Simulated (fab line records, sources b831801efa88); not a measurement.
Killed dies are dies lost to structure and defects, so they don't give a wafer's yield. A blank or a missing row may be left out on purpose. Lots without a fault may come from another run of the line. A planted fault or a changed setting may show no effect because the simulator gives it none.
Split-lot experiment | flow gf180mcu | 5 lots, 23 wafers read, on a route of 602 steps

THE SPLIT
At GF_V2_CVD_00 (deposits SiO2, target thk 600 nm, time 100 s), the setting sih4_flow_sccm was moved away from the recipe's 60 sccm on 8 of the 23 wafers read, by -14.5% to +9.5%. The other wafers ran this setting at the recipe's value.

The file shows no step between the split and the reading.

THE READING
V2_CVD_00_THK, in nm, at GF_V2_THK_MEAS_01. Fault-free wafers of this fab line usually give 601 nm, standard deviation 7 nm.

wafer  | tool, chamber at the split | sih4_flow_sccm as run, sccm | against the recipe | V2_CVD_00_THK, nm | against lot-mates on the recipe
L074.1 | hdpcvd-02, 0               | 65.69                       | +9.5%              | 657               | +56
L074.2 | hdpcvd-02, 2               | 60                          | recipe             | 609               | -
L074.3 | hdpcvd-02, 1               | 65.69                       | +9.5%              | 645               | +44
L074.4 | hdpcvd-02, 1               | 60                          | recipe             | 594               | -
L074.6 | hdpcvd-02, 2               | 65.69                       | +9.5%              | 658               | +56
L077.1 | hdpcvd-01, 0               | 60                          | recipe             | 604               | -
L077.2 | hdpcvd-01, 1               | 60                          | recipe             | 608               | -
L077.4 | hdpcvd-01, 1               | 60                          | recipe             | 610               | -
L077.5 | hdpcvd-01, 2               | 60                          | recipe             | 605               | -
L077.6 | hdpcvd-01, 0               | 60                          | recipe             | 605               | -
L081.2 | hdpcvd-02, 0               | 60                          | recipe             | 591               | -
L081.4 | hdpcvd-02, 0               | 60                          | recipe             | 592               | -
L081.6 | hdpcvd-02, 1               | 60                          | recipe             | 595               | -
L082.1 | hdpcvd-02, 0               | 60                          | recipe             | 592               | -
L082.3 | hdpcvd-02, 1               | 60                          | recipe             | 592               | -
L082.4 | hdpcvd-02, 0               | 60                          | recipe             | 583               | -
L082.5 | hdpcvd-02, 1               | 51.31                       | -14.5%             | 509               | -80
L082.6 | hdpcvd-02, 2               | 51.31                       | -14.5%             | 508               | -81
L085.1 | hdpcvd-01, 1               | 54.32                       | -9.5%              | 556               | -54
L085.2 | hdpcvd-01, 2               | 60                          | recipe             | 609               | -
L085.3 | hdpcvd-01, 2               | 54.32                       | -9.5%              | 557               | -52
L085.4 | hdpcvd-01, 1               | 54.32                       | -9.5%              | 563               | -46
L085.6 | hdpcvd-01, 2               | 60                          | recipe             | 610               | -

THE FIT
A straight line over all 23 wafers: V2_CVD_00_THK changes by +5.59 nm for each +1% of sih4_flow_sccm; r = +0.97; the points scatter about the line by 9.4 nm.
The same after taking each lot's own level away (the mean of its wafers on the recipe; 23 wafers): +5.48 nm for each +1%; r = +0.99; scatter 4 nm.
On that fit, the largest move of sih4_flow_sccm shifts the reading by 79 nm.
The lots' own levels span 589.0 to 609.5 nm, that is 2.9 times the standard deviation above.
So the lot-to-lot level changes the slope little: the two slopes agree.
Check: with one of the wafers moved furthest among these (-14.5%) left out of the fit, the line predicts -79.1 nm for it against its lot-mates. It came out at -80 nm against them.

OTHER SPLITS ON THESE WAFERS
These wafers also went through other splits before the reading. Each is held against what the fit with the lots' levels taken away leaves over:
other split on the same wafers       | wafers away from the commonest value | r with V2_CVD_00_THK (lot level and that fit taken away)
GF_M1_SPUTTER_01 power_w             | 5                                    | +0.13
GF_M1_EXPOSE_11 dose_mj              | 9                                    | -0.25
GF_M1_METAL_ETCH_16 bias_w           | 6                                    | +0.10
GF_V1_COAT_09 resist_thk_nm          | 8                                    | +0.37
GF_V1_SPUTTER_21 chamber_pressure_pa | 15                                   | -0.05
GF_M2_SPUTTER_02 power_w             | 8                                    | -0.05

THE WHOLE CHAIN: every reading that the file lists as answering this split, in the file's order
step              | what it does                                 | reading                                                                   | change (the file's fit)              | r (the file's)
GF_V2_CVD_00      | deposits SiO2, target thk 600 nm, time 100 s | SiO2_of_V2_CVD_00.thk_nm (the simulator's own value, which no gauge read) | +5.47 nm for each +1% of the setting | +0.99
GF_V2_THK_MEAS_01 |                                              | V2_CVD_00_THK                                                             | +5.49 for each +1% of the setting    | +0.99

THE FILE'S OWN FIT
V2_CVD_00_THK changes by +5.49 nm for each +1% of sih4_flow_sccm, r = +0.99.
